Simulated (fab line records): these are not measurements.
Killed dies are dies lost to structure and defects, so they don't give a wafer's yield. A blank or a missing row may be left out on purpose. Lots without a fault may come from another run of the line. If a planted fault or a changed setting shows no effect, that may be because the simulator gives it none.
fab line records || flow sky130
record {"lots": 14, "wafers": 42, "last_day": 50}
route steps=708 shown FIELD_ISO@1
lots that met no fault: from a run of the same line without faults
start_h: hours from the record's first day to the start of the lot's first wafer shown || wait_h: hours since the lot's step before || " same as the row above || L1.1+2: several wafers, shown together as one row || - value missing, or start not given || * or withheld: withheld || < > ~ a bound
route shown NAME@n: a module of which the file shows steps, and the number in the route of the first || usual: mean/standard deviation of fault-free wafers || same: alike in all rows || chamber/n: place in a boat || sites: the reading at each site || _std_site: standard deviation of those values || _edge_site: mean of outer sites minus mean of inner sites || radius_mm: for every site, how far away it sits from the centre of the wafer || mask NAME#n: copy n || behind: the most recent tool/chamber to have shaped the wafer || hold: why the lot went on hold/how many hours it stayed there/how the hold came to an end || device: the n, p or np transistor that did not switch || end of line: the route-end tests of the same wafers || a step given without rows: its recipe and nothing more || killed: dies that structure and defects cost at the first sort, which is not the same as the wafer's yield || map: per-die view of a wafer (x killed, . not killed, _ where there is no die)
set.NAME: the setting the step ran with; set.NAME@STEP: the setting that earlier step ran with || model.NAME: the simulator's own value behind a step, which no gauge read
one table for each step of the route and one row for each wafer, over a sample of lots
services: from which hour (start_h, from the record's first day; less than 0 if before it) a tool's chamber was out of use, for how many hours, and why
## steps
# step SKY_FIELD_ISO_BOW_MEAS_00
# recipe {"mode": "bow"}
# usual {"INCOMING_BOW": "-1/6.6"}
{"lot.wafer": "L725.1", "tool": "film_metro-03", "chamber": "-", "start_h": 10.00, "wait_h": "-", "INCOMING_BOW[um]": 5}
{"lot.wafer": "L725.3", "tool": "film_metro-03", "chamber": "-", "start_h": 10.00, "wait_h": "-", "INCOMING_BOW[um]": -7}
{"lot.wafer": "L725.5", "tool": "film_metro-03", "chamber": "-", "start_h": 10.00, "wait_h": "-", "INCOMING_BOW[um]": -2}
{"lot.wafer": "L726.1", "tool": "film_metro-02", "chamber": "-", "start_h": 15.00, "wait_h": "-", "INCOMING_BOW[um]": -5}
{"lot.wafer": "L726.3", "tool": "film_metro-02", "chamber": "-", "start_h": 15.00, "wait_h": "-", "INCOMING_BOW[um]": 4}
{"lot.wafer": "L726.5", "tool": "film_metro-02", "chamber": "-", "start_h": 15.00, "wait_h": "-", "INCOMING_BOW[um]": -9}
{"lot.wafer": "L728.1", "tool": "film_metro-02", "chamber": "-", "start_h": 25.00, "wait_h": "-", "INCOMING_BOW[um]": 2}
{"lot.wafer": "L728.4", "tool": "film_metro-02", "chamber": "-", "start_h": 25.00, "wait_h": "-", "INCOMING_BOW[um]": 9}
{"lot.wafer": "L728.6", "tool": "film_metro-02", "chamber": "-", "start_h": 25.00, "wait_h": "-", "INCOMING_BOW[um]": 3}
{"lot.wafer": "L729.2", "tool": "film_metro-02", "chamber": "-", "start_h": 30.02, "wait_h": "-", "INCOMING_BOW[um]": 3}
{"lot.wafer": "L729.3", "tool": "film_metro-02", "chamber": "-", "start_h": 30.02, "wait_h": "-", "INCOMING_BOW[um]": -4}
{"lot.wafer": "L729.4", "tool": "film_metro-02", "chamber": "-", "start_h": 30.02, "wait_h": "-", "INCOMING_BOW[um]": -8}
{"lot.wafer": "L730.2", "tool": "film_metro-03", "chamber": "-", "start_h": 35.02, "wait_h": "-", "INCOMING_BOW[um]": -5}
{"lot.wafer": "L730.3", "tool": "film_metro-03", "chamber": "-", "start_h": 35.02, "wait_h": "-", "INCOMING_BOW[um]": 1}
{"lot.wafer": "L730.5", "tool": "film_metro-03", "chamber": "-", "start_h": 35.02, "wait_h": "-", "INCOMING_BOW[um]": -3}
{"lot.wafer": "L740.1", "tool": "film_metro-02", "chamber": "-", "start_h": 85.00, "wait_h": "-", "INCOMING_BOW[um]": -3}
{"lot.wafer": "L740.2", "tool": "film_metro-02", "chamber": "-", "start_h": 85.00, "wait_h": "-", "INCOMING_BOW[um]": -6}
{"lot.wafer": "L740.4", "tool": "film_metro-02", "chamber": "-", "start_h": 85.00, "wait_h": "-", "INCOMING_BOW[um]": -1}
{"lot.wafer": "L741.1", "tool": "film_metro-04", "chamber": "-", "start_h": 90.00, "wait_h": "-", "INCOMING_BOW[um]": -9}
{"lot.wafer": "L741.3", "tool": "film_metro-04", "chamber": "-", "start_h": 90.00, "wait_h": "-", "INCOMING_BOW[um]": 5}
{"lot.wafer": "L741.6", "tool": "film_metro-04", "chamber": "-", "start_h": 90.00, "wait_h": "-", "INCOMING_BOW[um]": -1}
{"lot.wafer": "L742.3", "tool": "film_metro-04", "chamber": "-", "start_h": 95.04, "wait_h": "-", "INCOMING_BOW[um]": -6}
{"lot.wafer": "L742.5", "tool": "film_metro-04", "chamber": "-", "start_h": 95.04, "wait_h": "-", "INCOMING_BOW[um]": -4}
{"lot.wafer": "L742.6", "tool": "film_metro-04", "chamber": "-", "start_h": 95.04, "wait_h": "-", "INCOMING_BOW[um]": 11}
{"lot.wafer": "L743.2", "tool": "film_metro-02", "chamber": "-", "start_h": 100.02, "wait_h": "-", "INCOMING_BOW[um]": -13}
{"lot.wafer": "L743.3", "tool": "film_metro-02", "chamber": "-", "start_h": 100.02, "wait_h": "-", "INCOMING_BOW[um]": -3}
{"lot.wafer": "L743.6", "tool": "film_metro-02", "chamber": "-", "start_h": 100.02, "wait_h": "-", "INCOMING_BOW[um]": 0}
{"lot.wafer": "L744.2", "tool": "film_metro-04", "chamber": "-", "start_h": 105.02, "wait_h": "-", "INCOMING_BOW[um]": -9}
{"lot.wafer": "L744.4", "tool": "film_metro-04", "chamber": "-", "start_h": 105.02, "wait_h": "-", "INCOMING_BOW[um]": -3}
{"lot.wafer": "L744.6", "tool": "film_metro-04", "chamber": "-", "start_h": 105.02, "wait_h": "-", "INCOMING_BOW[um]": 4}
{"lot.wafer": "L745.2", "tool": "film_metro-02", "chamber": "-", "start_h": 110.02, "wait_h": "-", "INCOMING_BOW[um]": 2}
{"lot.wafer": "L745.3", "tool": "film_metro-02", "chamber": "-", "start_h": 110.02, "wait_h": "-", "INCOMING_BOW[um]": -5}
{"lot.wafer": "L745.4", "tool": "film_metro-02", "chamber": "-", "start_h": 110.02, "wait_h": "-", "INCOMING_BOW[um]": 1}
{"lot.wafer": "L746.2", "tool": "film_metro-04", "chamber": "-", "start_h": 115.02, "wait_h": "-", "INCOMING_BOW[um]": -10}
{"lot.wafer": "L746.4", "tool": "film_metro-04", "chamber": "-", "start_h": 115.02, "wait_h": "-", "INCOMING_BOW[um]": 6}
{"lot.wafer": "L746.5", "tool": "film_metro-04", "chamber": "-", "start_h": 115.02, "wait_h": "-", "INCOMING_BOW[um]": -5}
{"lot.wafer": "L747.1", "tool": "film_metro-02", "chamber": "-", "start_h": 120.00, "wait_h": "-", "INCOMING_BOW[um]": -5}
{"lot.wafer": "L747.5", "tool": "film_metro-02", "chamber": "-", "start_h": 120.00, "wait_h": "-", "INCOMING_BOW[um]": 9}
{"lot.wafer": "L747.6", "tool": "film_metro-02", "chamber": "-", "start_h": 120.00, "wait_h": "-", "INCOMING_BOW[um]": -7}
{"lot.wafer": "L748.2", "tool": "film_metro-02", "chamber": "-", "start_h": 125.02, "wait_h": "-", "INCOMING_BOW[um]": -7}
{"lot.wafer": "L748.5", "tool": "film_metro-02", "chamber": "-", "start_h": 125.02, "wait_h": "-", "INCOMING_BOW[um]": -4}
{"lot.wafer": "L748.6", "tool": "film_metro-02", "chamber": "-", "start_h": 125.02, "wait_h": "-", "INCOMING_BOW[um]": 7}
# step SKY_FIELD_ISO_THK_MEAS_02
# recipe {"reads": "SiO2_of_FIELD_ISO_OXIDATION_01"}
# usual {"FIELD_ISO_OXIDATION_00_THK": "11.92/0.23"}
{"lot.wafer": "L725.1", "tool": "film_metro-03", "chamber": "-", "start_h": 17.14, "wait_h": 0.0, "FIELD_ISO_OXIDATION_00_THK[nm]": 11.83}
{"lot.wafer": "L725.3", "tool": "film_metro-03", "chamber": "-", "start_h": 17.14, "wait_h": 0.0, "FIELD_ISO_OXIDATION_00_THK[nm]": 12.01}
{"lot.wafer": "L725.5", "tool": "film_metro-03", "chamber": "-", "start_h": 17.14, "wait_h": 0.0, "FIELD_ISO_OXIDATION_00_THK[nm]": 11.81}
{"lot.wafer": "L726.1", "tool": "film_metro-02", "chamber": "-", "start_h": 17.14, "wait_h": 0.0, "FIELD_ISO_OXIDATION_00_THK[nm]": 11.78}
{"lot.wafer": "L726.3", "tool": "film_metro-02", "chamber": "-", "start_h": 17.14, "wait_h": 0.0, "FIELD_ISO_OXIDATION_00_THK[nm]": 11.98}
{"lot.wafer": "L726.5", "tool": "film_metro-02", "chamber": "-", "start_h": 17.14, "wait_h": 0.0, "FIELD_ISO_OXIDATION_00_THK[nm]": 11.97}
{"lot.wafer": "L728.1", "tool": "film_metro-04", "chamber": "-", "start_h": 28.95, "wait_h": 0.0, "FIELD_ISO_OXIDATION_00_THK[nm]": 11.86}
{"lot.wafer": "L728.4", "tool": "film_metro-04", "chamber": "-", "start_h": 28.95, "wait_h": 0.0, "FIELD_ISO_OXIDATION_00_THK[nm]": 11.67}
{"lot.wafer": "L728.6", "tool": "film_metro-04", "chamber": "-", "start_h": 28.95, "wait_h": 0.0, "FIELD_ISO_OXIDATION_00_THK[nm]": 11.73}
{"lot.wafer": "L729.2", "tool": "film_metro-03", "chamber": "-", "start_h": 33.41, "wait_h": 0.0, "FIELD_ISO_OXIDATION_00_THK[nm]": 11.64}
{"lot.wafer": "L729.3", "tool": "film_metro-03", "chamber": "-", "start_h": 33.41, "wait_h": 0.0, "FIELD_ISO_OXIDATION_00_THK[nm]": 11.60}
{"lot.wafer": "L729.4", "tool": "film_metro-03", "chamber": "-", "start_h": 33.41, "wait_h": 0.0, "FIELD_ISO_OXIDATION_00_THK[nm]": 11.84}
{"lot.wafer": "L730.2", "tool": "film_metro-02", "chamber": "-", "start_h": 40.19, "wait_h": 0.0, "FIELD_ISO_OXIDATION_00_THK[nm]": 11.66}
{"lot.wafer": "L730.3", "tool": "film_metro-02", "chamber": "-", "start_h": 40.19, "wait_h": 0.0, "FIELD_ISO_OXIDATION_00_THK[nm]": 11.94}
{"lot.wafer": "L730.5", "tool": "film_metro-02", "chamber": "-", "start_h": 40.19, "wait_h": 0.0, "FIELD_ISO_OXIDATION_00_THK[nm]": 11.86}
{"lot.wafer": "L740.1", "tool": "film_metro-04", "chamber": "-", "start_h": 87.48, "wait_h": 0.0, "FIELD_ISO_OXIDATION_00_THK[nm]": 11.90}
{"lot.wafer": "L740.2", "tool": "film_metro-04", "chamber": "-", "start_h": 87.48, "wait_h": 0.0, "FIELD_ISO_OXIDATION_00_THK[nm]": 11.88}
{"lot.wafer": "L740.4", "tool": "film_metro-04", "chamber": "-", "start_h": 87.48, "wait_h": 0.0, "FIELD_ISO_OXIDATION_00_THK[nm]": 11.95}
{"lot.wafer": "L741.1", "tool": "film_metro-04", "chamber": "-", "start_h": 91.64, "wait_h": 0.0, "FIELD_ISO_OXIDATION_00_THK[nm]": 11.79}
{"lot.wafer": "L741.3", "tool": "film_metro-04", "chamber": "-", "start_h": 91.64, "wait_h": 0.0, "FIELD_ISO_OXIDATION_00_THK[nm]": 12.09}
{"lot.wafer": "L741.6", "tool": "film_metro-04", "chamber": "-", "start_h": 91.64, "wait_h": 0.0, "FIELD_ISO_OXIDATION_00_THK[nm]": 11.93}
{"lot.wafer": "L742.3", "tool": "film_metro-02", "chamber": "-", "start_h": 98.45, "wait_h": 0.0, "FIELD_ISO_OXIDATION_00_THK[nm]": 11.86}
{"lot.wafer": "L742.5", "tool": "film_metro-02", "chamber": "-", "start_h": 98.45, "wait_h": 0.0, "FIELD_ISO_OXIDATION_00_THK[nm]": 12.11}
{"lot.wafer": "L742.6", "tool": "film_metro-02", "chamber": "-", "start_h": 98.45, "wait_h": 0.0, "FIELD_ISO_OXIDATION_00_THK[nm]": 11.71}
{"lot.wafer": "L743.2", "tool": "film_metro-02", "chamber": "-", "start_h": 102.69, "wait_h": 0.0, "FIELD_ISO_OXIDATION_00_THK[nm]": 12.08}
{"lot.wafer": "L743.3", "tool": "film_metro-02", "chamber": "-", "start_h": 102.69, "wait_h": 0.0, "FIELD_ISO_OXIDATION_00_THK[nm]": 11.95}
{"lot.wafer": "L743.6", "tool": "film_metro-02", "chamber": "-", "start_h": 102.69, "wait_h": 0.0, "FIELD_ISO_OXIDATION_00_THK[nm]": 11.96}
{"lot.wafer": "L744.2", "tool": "film_metro-04", "chamber": "-", "start_h": 108.63, "wait_h": 0.0, "FIELD_ISO_OXIDATION_00_THK[nm]": 12.01}
{"lot.wafer": "L744.4", "tool": "film_metro-04", "chamber": "-", "start_h": 108.63, "wait_h": 0.0, "FIELD_ISO_OXIDATION_00_THK[nm]": 11.84}
{"lot.wafer": "L744.6", "tool": "film_metro-04", "chamber": "-", "start_h": 108.63, "wait_h": 0.0, "FIELD_ISO_OXIDATION_00_THK[nm]": 12.15}
{"lot.wafer": "L745.2", "tool": "film_metro-02", "chamber": "-", "start_h": 113.96, "wait_h": 0.0, "FIELD_ISO_OXIDATION_00_THK[nm]": 11.93}
{"lot.wafer": "L745.3", "tool": "film_metro-02", "chamber": "-", "start_h": 113.96, "wait_h": 0.0, "FIELD_ISO_OXIDATION_00_THK[nm]": 11.73}
{"lot.wafer": "L745.4", "tool": "film_metro-02", "chamber": "-", "start_h": 113.96, "wait_h": 0.0, "FIELD_ISO_OXIDATION_00_THK[nm]": 11.86}
{"lot.wafer": "L746.2", "tool": "film_metro-03", "chamber": "-", "start_h": 119.77, "wait_h": 0.0, "FIELD_ISO_OXIDATION_00_THK[nm]": 12.03}
{"lot.wafer": "L746.4", "tool": "film_metro-03", "chamber": "-", "start_h": 119.77, "wait_h": 0.0, "FIELD_ISO_OXIDATION_00_THK[nm]": 12.31}
{"lot.wafer": "L746.5", "tool": "film_metro-03", "chamber": "-", "start_h": 119.77, "wait_h": 0.0, "FIELD_ISO_OXIDATION_00_THK[nm]": 12.13}
{"lot.wafer": "L747.1", "tool": "film_metro-02", "chamber": "-", "start_h": 123.27, "wait_h": 0.0, "FIELD_ISO_OXIDATION_00_THK[nm]": 12.49}
{"lot.wafer": "L747.5", "tool": "film_metro-02", "chamber": "-", "start_h": 123.27, "wait_h": 0.0, "FIELD_ISO_OXIDATION_00_THK[nm]": 12.36}
{"lot.wafer": "L747.6", "tool": "film_metro-02", "chamber": "-", "start_h": 123.27, "wait_h": 0.0, "FIELD_ISO_OXIDATION_00_THK[nm]": 12.16}
{"lot.wafer": "L748.2", "tool": "film_metro-02", "chamber": "-", "start_h": 126.64, "wait_h": 0.0, "FIELD_ISO_OXIDATION_00_THK[nm]": 11.90}
{"lot.wafer": "L748.5", "tool": "film_metro-02", "chamber": "-", "start_h": 126.64, "wait_h": 0.0, "FIELD_ISO_OXIDATION_00_THK[nm]": 12.04}
{"lot.wafer": "L748.6", "tool": "film_metro-02", "chamber": "-", "start_h": 126.64, "wait_h": 0.0, "FIELD_ISO_OXIDATION_00_THK[nm]": 11.97}
# step SKY_FIELD_ISO_CD_MEAS_13
# recipe {"target_cd_nm": 150}
# usual {"cd_nm": "149.7/1.8"}
{"lot.wafer": "L725.1", "tool": "cd_sem-02", "chamber": "-", "start_h": 32.47, "wait_h": "-", "cd_nm": 150.0}
{"lot.wafer": "L725.3", "tool": "cd_sem-02", "chamber": "-", "start_h": 32.47, "wait_h": "-", "cd_nm": 149.7}
{"lot.wafer": "L725.5", "tool": "cd_sem-02", "chamber": "-", "start_h": 32.47, "wait_h": "-", "cd_nm": 148.9}
{"lot.wafer": "L726.1", "tool": "cd_sem-01", "chamber": "-", "start_h": 32.58, "wait_h": "-", "cd_nm": 149.6}
{"lot.wafer": "L726.3", "tool": "cd_sem-01", "chamber": "-", "start_h": 32.58, "wait_h": "-", "cd_nm": 149.1}
{"lot.wafer": "L726.5", "tool": "cd_sem-01", "chamber": "-", "start_h": 32.58, "wait_h": "-", "cd_nm": 151.2}
{"lot.wafer": "L728.1", "tool": "cd_sem-02", "chamber": "-", "start_h": 46.87, "wait_h": "-", "cd_nm": 145.9}
{"lot.wafer": "L728.4", "tool": "cd_sem-02", "chamber": "-", "start_h": 46.87, "wait_h": "-", "cd_nm": 145.9}
{"lot.wafer": "L728.6", "tool": "cd_sem-02", "chamber": "-", "start_h": 46.87, "wait_h": "-", "cd_nm": 147.1}
{"lot.wafer": "L729.2", "tool": "cd_sem-02", "chamber": "-", "start_h": 50.84, "wait_h": "-", "cd_nm": 149.9}
{"lot.wafer": "L729.3", "tool": "cd_sem-02", "chamber": "-", "start_h": 50.84, "wait_h": "-", "cd_nm": 150.0}
{"lot.wafer": "L729.4", "tool": "cd_sem-02", "chamber": "-", "start_h": 50.84, "wait_h": "-", "cd_nm": 150.9}
{"lot.wafer": "L730.2", "tool": "cd_sem-02", "chamber": "-", "start_h": 56.49, "wait_h": "-", "cd_nm": 150.6}
{"lot.wafer": "L730.3", "tool": "cd_sem-02", "chamber": "-", "start_h": 56.49, "wait_h": "-", "cd_nm": 151.1}
{"lot.wafer": "L730.5", "tool": "cd_sem-02", "chamber": "-", "start_h": 56.49, "wait_h": "-", "cd_nm": 150.7}
{"lot.wafer": "L740.1", "tool": "cd_sem-02", "chamber": "-", "start_h": 106.17, "wait_h": "-", "cd_nm": 150.7}
{"lot.wafer": "L740.2", "tool": "cd_sem-02", "chamber": "-", "start_h": 106.17, "wait_h": "-", "cd_nm": 150.7}
{"lot.wafer": "L740.4", "tool": "cd_sem-02", "chamber": "-", "start_h": 106.17, "wait_h": "-", "cd_nm": 151.9}
{"lot.wafer": "L741.1", "tool": "cd_sem-02", "chamber": "-", "start_h": 111.27, "wait_h": "-", "cd_nm": 149.6}
{"lot.wafer": "L741.3", "tool": "cd_sem-02", "chamber": "-", "start_h": 111.27, "wait_h": "-", "cd_nm": 148.6}
{"lot.wafer": "L741.6", "tool": "cd_sem-02", "chamber": "-", "start_h": 111.27, "wait_h": "-", "cd_nm": 148.6}
{"lot.wafer": "L742.3", "tool": "cd_sem-02", "chamber": "-", "start_h": 117.81, "wait_h": "-", "cd_nm": 147.7}
{"lot.wafer": "L742.5", "tool": "cd_sem-02", "chamber": "-", "start_h": 117.81, "wait_h": "-", "cd_nm": 144.7}
{"lot.wafer": "L742.6", "tool": "cd_sem-02", "chamber": "-", "start_h": 117.81, "wait_h": "-", "cd_nm": 146.3}
{"lot.wafer": "L743.2", "tool": "cd_sem-01", "chamber": "-", "start_h": 122.39, "wait_h": "-", "cd_nm": 152.5}
{"lot.wafer": "L743.3", "tool": "cd_sem-01", "chamber": "-", "start_h": 122.39, "wait_h": "-", "cd_nm": 152.9}
{"lot.wafer": "L743.6", "tool": "cd_sem-01", "chamber": "-", "start_h": 122.39, "wait_h": "-", "cd_nm": 152.9}
{"lot.wafer": "L744.2", "tool": "cd_sem-02", "chamber": "-", "start_h": 129.99, "wait_h": "-", "cd_nm": 151.0}
{"lot.wafer": "L744.4", "tool": "cd_sem-02", "chamber": "-", "start_h": 129.99, "wait_h": "-", "cd_nm": 149.7}
{"lot.wafer": "L744.6", "tool": "cd_sem-02", "chamber": "-", "start_h": 129.99, "wait_h": "-", "cd_nm": 149.0}
{"lot.wafer": "L745.2", "tool": "cd_sem-02", "chamber": "-", "start_h": 133.94, "wait_h": "-", "cd_nm": 148.9}
{"lot.wafer": "L745.3", "tool": "cd_sem-02", "chamber": "-", "start_h": 133.94, "wait_h": "-", "cd_nm": 148.0}
{"lot.wafer": "L745.4", "tool": "cd_sem-02", "chamber": "-", "start_h": 133.94, "wait_h": "-", "cd_nm": 148.0}
{"lot.wafer": "L746.2", "tool": "cd_sem-02", "chamber": "-", "start_h": 140.65, "wait_h": "-", "cd_nm": 150.2}
{"lot.wafer": "L746.4", "tool": "cd_sem-02", "chamber": "-", "start_h": 140.65, "wait_h": "-", "cd_nm": 151.6}
{"lot.wafer": "L746.5", "tool": "cd_sem-02", "chamber": "-", "start_h": 140.65, "wait_h": "-", "cd_nm": 149.4}
{"lot.wafer": "L747.1", "tool": "cd_sem-01", "chamber": "-", "start_h": 144.48, "wait_h": "-", "cd_nm": 150.4}
{"lot.wafer": "L747.5", "tool": "cd_sem-01", "chamber": "-", "start_h": 144.48, "wait_h": "-", "cd_nm": 149.1}
{"lot.wafer": "L747.6", "tool": "cd_sem-01", "chamber": "-", "start_h": 144.48, "wait_h": "-", "cd_nm": 150.0}
{"lot.wafer": "L748.2", "tool": "cd_sem-02", "chamber": "-", "start_h": 147.24, "wait_h": "-", "cd_nm": 148.6}
{"lot.wafer": "L748.5", "tool": "cd_sem-02", "chamber": "-", "start_h": 147.24, "wait_h": "-", "cd_nm": 149.6}
{"lot.wafer": "L748.6", "tool": "cd_sem-02", "chamber": "-", "start_h": 147.24, "wait_h": "-", "cd_nm": 147.7}
# step SKY_FIELD_ISO_WET_ETCH_18
# recipe {"chemistry": "H3PO4", "target_depth_nm": 25, "temp_c": 160, "target": "Si3N4", "time_s": 286}
# usual {"bath_guard_temp_C": "160.1/0.68", "bath_heat_duty_pct": "28/3.9"}
{"lot.wafer": "L725.1", "tool": "wet_bench-04", "chamber": 0, "start_h": 32.86, "wait_h": 0.0, "bath_guard_temp_C": 159.4, "bath_heat_duty_pct": 23}
{"lot.wafer": "L725.3", "tool": "wet_bench-04", "chamber": 0, "start_h": 32.86, "wait_h": 0.0, "bath_guard_temp_C": 159.4, "bath_heat_duty_pct": 26}
{"lot.wafer": "L725.5", "tool": "wet_bench-04", "chamber": 0, "start_h": 32.86, "wait_h": 0.0, "bath_guard_temp_C": 159.8, "bath_heat_duty_pct": 24}
{"lot.wafer": "L726.1", "tool": "wet_bench-03", "chamber": 2, "start_h": 32.97, "wait_h": 0.0, "bath_guard_temp_C": 160.2, "bath_heat_duty_pct": 26}
{"lot.wafer": "L726.3", "tool": "wet_bench-03", "chamber": 2, "start_h": 32.97, "wait_h": 0.0, "bath_guard_temp_C": 160.8, "bath_heat_duty_pct": 28}
{"lot.wafer": "L726.5", "tool": "wet_bench-03", "chamber": 2, "start_h": 32.97, "wait_h": 0.0, "bath_guard_temp_C": 160.7, "bath_heat_duty_pct": 28}
{"lot.wafer": "L728.1", "tool": "wet_bench-04", "chamber": 3, "start_h": 47.26, "wait_h": 0.0, "bath_guard_temp_C": 160.6, "bath_heat_duty_pct": 27}
{"lot.wafer": "L728.4", "tool": "wet_bench-04", "chamber": 3, "start_h": 47.26, "wait_h": 0.0, "bath_guard_temp_C": 160.5, "bath_heat_duty_pct": 28}
{"lot.wafer": "L728.6", "tool": "wet_bench-04", "chamber": 3, "start_h": 47.26, "wait_h": 0.0, "bath_guard_temp_C": 160.3, "bath_heat_duty_pct": 26}
{"lot.wafer": "L729.2", "tool": "wet_bench-04", "chamber": 1, "start_h": 51.21, "wait_h": 0.0, "bath_guard_temp_C": 159.5, "bath_heat_duty_pct": 25}
{"lot.wafer": "L729.3", "tool": "wet_bench-04", "chamber": 1, "start_h": 51.21, "wait_h": 0.0, "bath_guard_temp_C": 159.8, "bath_heat_duty_pct": 26}
{"lot.wafer": "L729.4", "tool": "wet_bench-04", "chamber": 1, "start_h": 51.21, "wait_h": 0.0, "bath_guard_temp_C": 159.6, "bath_heat_duty_pct": 24}
{"lot.wafer": "L730.2", "tool": "wet_bench-02", "chamber": 1, "start_h": 56.86, "wait_h": 0.0, "bath_guard_temp_C": 160.1, "bath_heat_duty_pct": 31}
{"lot.wafer": "L730.3", "tool": "wet_bench-02", "chamber": 1, "start_h": 56.86, "wait_h": 0.0, "bath_guard_temp_C": 160.2, "bath_heat_duty_pct": 30}
{"lot.wafer": "L730.5", "tool": "wet_bench-02", "chamber": 1, "start_h": 56.86, "wait_h": 0.0, "bath_guard_temp_C": 160.1, "bath_heat_duty_pct": 30}
{"lot.wafer": "L740.1", "tool": "wet_bench-03", "chamber": 0, "start_h": 106.56, "wait_h": 0.0, "bath_guard_temp_C": 161.0, "bath_heat_duty_pct": 37}
{"lot.wafer": "L740.2", "tool": "wet_bench-03", "chamber": 0, "start_h": 106.56, "wait_h": 0.0, "bath_guard_temp_C": 161.5, "bath_heat_duty_pct": 35}
{"lot.wafer": "L740.4", "tool": "wet_bench-03", "chamber": 0, "start_h": 106.56, "wait_h": 0.0, "bath_guard_temp_C": 161.1, "bath_heat_duty_pct": 36}
{"lot.wafer": "L741.1", "tool": "wet_bench-03", "chamber": 1, "start_h": 111.66, "wait_h": 0.0, "bath_guard_temp_C": "-", "bath_heat_duty_pct": "-"}
{"lot.wafer": "L741.3", "tool": "wet_bench-03", "chamber": 1, "start_h": 111.66, "wait_h": 0.0, "bath_guard_temp_C": "-", "bath_heat_duty_pct": "-"}
{"lot.wafer": "L741.6", "tool": "wet_bench-03", "chamber": 1, "start_h": 111.66, "wait_h": 0.0, "bath_guard_temp_C": "-", "bath_heat_duty_pct": "-"}
{"lot.wafer": "L742.3", "tool": "wet_bench-04", "chamber": 2, "start_h": 118.16, "wait_h": 0.0, "bath_guard_temp_C": "-", "bath_heat_duty_pct": "-"}
{"lot.wafer": "L742.5", "tool": "wet_bench-04", "chamber": 2, "start_h": 118.16, "wait_h": 0.0, "bath_guard_temp_C": "-", "bath_heat_duty_pct": "-"}
{"lot.wafer": "L742.6", "tool": "wet_bench-04", "chamber": 2, "start_h": 118.16, "wait_h": 0.0, "bath_guard_temp_C": "-", "bath_heat_duty_pct": "-"}
{"lot.wafer": "L743.2", "tool": "wet_bench-03", "chamber": 1, "start_h": 122.76, "wait_h": 0.0, "bath_guard_temp_C": 160.0, "bath_heat_duty_pct": 31}
{"lot.wafer": "L743.3", "tool": "wet_bench-03", "chamber": 1, "start_h": 122.76, "wait_h": 0.0, "bath_guard_temp_C": 160.2, "bath_heat_duty_pct": 29}
{"lot.wafer": "L743.6", "tool": "wet_bench-03", "chamber": 1, "start_h": 122.76, "wait_h": 0.0, "bath_guard_temp_C": 160.2, "bath_heat_duty_pct": 30}
{"lot.wafer": "L744.2", "tool": "wet_bench-03", "chamber": 1, "start_h": 130.36, "wait_h": 0.0, "bath_guard_temp_C": 160.0, "bath_heat_duty_pct": 32}
{"lot.wafer": "L744.4", "tool": "wet_bench-03", "chamber": 1, "start_h": 130.36, "wait_h": 0.0, "bath_guard_temp_C": 160.5, "bath_heat_duty_pct": 31}
{"lot.wafer": "L744.6", "tool": "wet_bench-03", "chamber": 1, "start_h": 130.36, "wait_h": 0.0, "bath_guard_temp_C": 160.4, "bath_heat_duty_pct": 30}
{"lot.wafer": "L745.2", "tool": "wet_bench-04", "chamber": 0, "start_h": 134.31, "wait_h": 0.0, "bath_guard_temp_C": 159.6, "bath_heat_duty_pct": 24}
{"lot.wafer": "L745.3", "tool": "wet_bench-04", "chamber": 0, "start_h": 134.31, "wait_h": 0.0, "bath_guard_temp_C": 159.4, "bath_heat_duty_pct": 23}
{"lot.wafer": "L745.4", "tool": "wet_bench-04", "chamber": 0, "start_h": 134.31, "wait_h": 0.0, "bath_guard_temp_C": 159.9, "bath_heat_duty_pct": 24}
{"lot.wafer": "L746.2", "tool": "wet_bench-04", "chamber": 0, "start_h": 141.02, "wait_h": 0.0, "bath_guard_temp_C": 159.4, "bath_heat_duty_pct": 23}
{"lot.wafer": "L746.4", "tool": "wet_bench-04", "chamber": 0, "start_h": 141.02, "wait_h": 0.0, "bath_guard_temp_C": 159.4, "bath_heat_duty_pct": 25}
{"lot.wafer": "L746.5", "tool": "wet_bench-04", "chamber": 0, "start_h": 141.02, "wait_h": 0.0, "bath_guard_temp_C": 159.6, "bath_heat_duty_pct": 22}
{"lot.wafer": "L747.1", "tool": "wet_bench-03", "chamber": 0, "start_h": 144.87, "wait_h": 0.0, "bath_guard_temp_C": 161.2, "bath_heat_duty_pct": 37}
{"lot.wafer": "L747.5", "tool": "wet_bench-03", "chamber": 0, "start_h": 144.87, "wait_h": 0.0, "bath_guard_temp_C": 161.1, "bath_heat_duty_pct": 34}
{"lot.wafer": "L747.6", "tool": "wet_bench-03", "chamber": 0, "start_h": 144.87, "wait_h": 0.0, "bath_guard_temp_C": 160.8, "bath_heat_duty_pct": 38}
{"lot.wafer": "L748.2", "tool": "wet_bench-03", "chamber": 1, "start_h": 147.61, "wait_h": 0.0, "bath_guard_temp_C": 160.1, "bath_heat_duty_pct": 30}
{"lot.wafer": "L748.5", "tool": "wet_bench-03", "chamber": 1, "start_h": 147.61, "wait_h": 0.0, "bath_guard_temp_C": 159.9, "bath_heat_duty_pct": 30}
{"lot.wafer": "L748.6", "tool": "wet_bench-03", "chamber": 1, "start_h": 147.61, "wait_h": 0.0, "bath_guard_temp_C": 159.7, "bath_heat_duty_pct": 32}
## services
{"tool": "wet_bench-02", "chamber": "-", "start_h": 129.80, "hours": 1.9, "kind": "pm"}
## key
first_sign {"step": "SKY_FIELD_ISO_WET_ETCH_18", "reading": "tool_record", "direction": "missing"}
effect none on later readings
met_at SKY_FIELD_ISO_WET_ETCH_18
struck_lots L741,L742
later_rows_left_out L741.1,L741.3,L741.6,L742.3,L742.5,L742.6
sort_left_out L741.1,L741.3,L741.6,L742.3,L742.5,L742.6
tester_left_out L741,L742
not_acting_at SKY_FIELD_ISO_BOW_MEAS_00,SKY_FIELD_ISO_THK_MEAS_02,SKY_FIELD_ISO_CD_MEAS_13
onset_between 106.56 111.66
fault {"kind": "skipped_step_whole", "tool": "wet_bench-03,wet_bench-04", "chamber": "-", "onset_h": 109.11, "steps": "SKY_FIELD_ISO_WET_ETCH_18", "scope": "struck_lots_only"}
# tester_left_out: of these lots the tester's yield and bins aren't shown, on N5 and GAA mostly nor the transistor test; their killed dies are dies lost to structure and defects alone, not to doping, threshold or leakage, so they don't give the yield
# sort_left_out: the simulated sort isn't trusted on such a fault, so these wafers' sort isn't shown, and their yield isn't known
# later_rows_left_out: the simulator's readings of these wafers behind a module that went badly wrong aren't trusted and aren't shown, but for the sort
